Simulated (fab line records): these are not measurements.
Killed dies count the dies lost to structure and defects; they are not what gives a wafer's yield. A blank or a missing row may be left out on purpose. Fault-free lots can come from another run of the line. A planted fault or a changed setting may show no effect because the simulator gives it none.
Chamber matching + flow sky130 + SKY_VIA4_CMP_02 on cmp-01 has 4 sister chambers
The step polishes SiO2. 14 wafers are shown with their chamber, then 7 later ones without.

== WAFERS, EACH WITH ITS CHAMBER ==
| wafer  | chamber | motor current A (A) | slurry flow ml min |
|--------|---------|---------------------|--------------------|
| L285.1 | 3       | 11.8                | 151.1              |
| L285.3 | 0       | 13.3                | 149.6              |
| L285.5 | 2       | 14.4                | 149.8              |
| L288.2 | 3       | 11.5                | 149.9              |
| L288.3 | 0       | 13.4                | 149.2              |
| L288.6 | 3       | 12.4                | 150.1              |
| L291.1 | 0       | 13.3                | 149.4              |
| L291.2 | 2       | 14.1                | 149.6              |
| L291.4 | 3       | 11.8                | 149.3              |
| L294.2 | 0       | 13.7                | 150.9              |
| L294.4 | 1       | 11.3                | 150.1              |
| L294.6 | 2       | 14.1                | 149.6              |
| L293.1 | 0       | 13.5                | 150.0              |
| L293.4 | 1       | 10.7                | 150.3              |

SIGNATURES (means of the wafers above)
| reading            | chamber 0 | chamber 1 | chamber 2 | chamber 3 | scatter within a chamber |
|--------------------|-----------|-----------|-----------|-----------|--------------------------|
| motor current A    | 13.440    | 11.000    | 14.200    | 11.875    | 0.279                    |
| slurry flow ml min | 149.820   | 150.200   | 149.667   | 150.100   | 0.595                    |
Rule: distance of a wafer from a chamber = root of the sum over the readings of ((wafer's reading minus chamber's mean) / reading's scatter) squared. The wafer belongs to the nearest chamber; if the next one is less than 2 further off, it can't be placed. The scatter: take each reading less its chamber's mean, square it, sum over the shown wafers, divide by the number of wafers less the number of chambers, and take the root.

== WAFERS WHOSE CHAMBER IS MISSING ==
| wafer  | motor current A (A) | slurry flow ml min |
|--------|---------------------|--------------------|
| L293.5 | 11.2                | 149.6              |
| L299.2 | 13.9                | 149.3              |
| L299.4 | 12.2                | 148.5              |
| L299.5 | 11.3                | 149.5              |
| L308.1 | 13.6                | 150.5              |
| L308.3 | 11.5                | 150.3              |
| L308.4 | 13.8                | 149.6              |

== WHICH CHAMBER EACH ONE RAN IN ==
| wafer  | from the rows above     | in truth |
|--------|-------------------------|----------|
| L293.5 | can't be placed: 1 or 3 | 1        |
| L299.2 | can't be placed: 2 or 0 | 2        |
| L299.4 | 3                       | 3        |
| L299.5 | can't be placed: 1 or 3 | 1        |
| L308.1 | can't be placed: 0 or 2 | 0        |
| L308.3 | can't be placed: 3 or 1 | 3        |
| L308.4 | can't be placed: 0 or 2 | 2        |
Placed correctly: 1 of 7. These rows do not allow placing 6 (true chamber among the candidates in 6). Wrongly placed: 0.
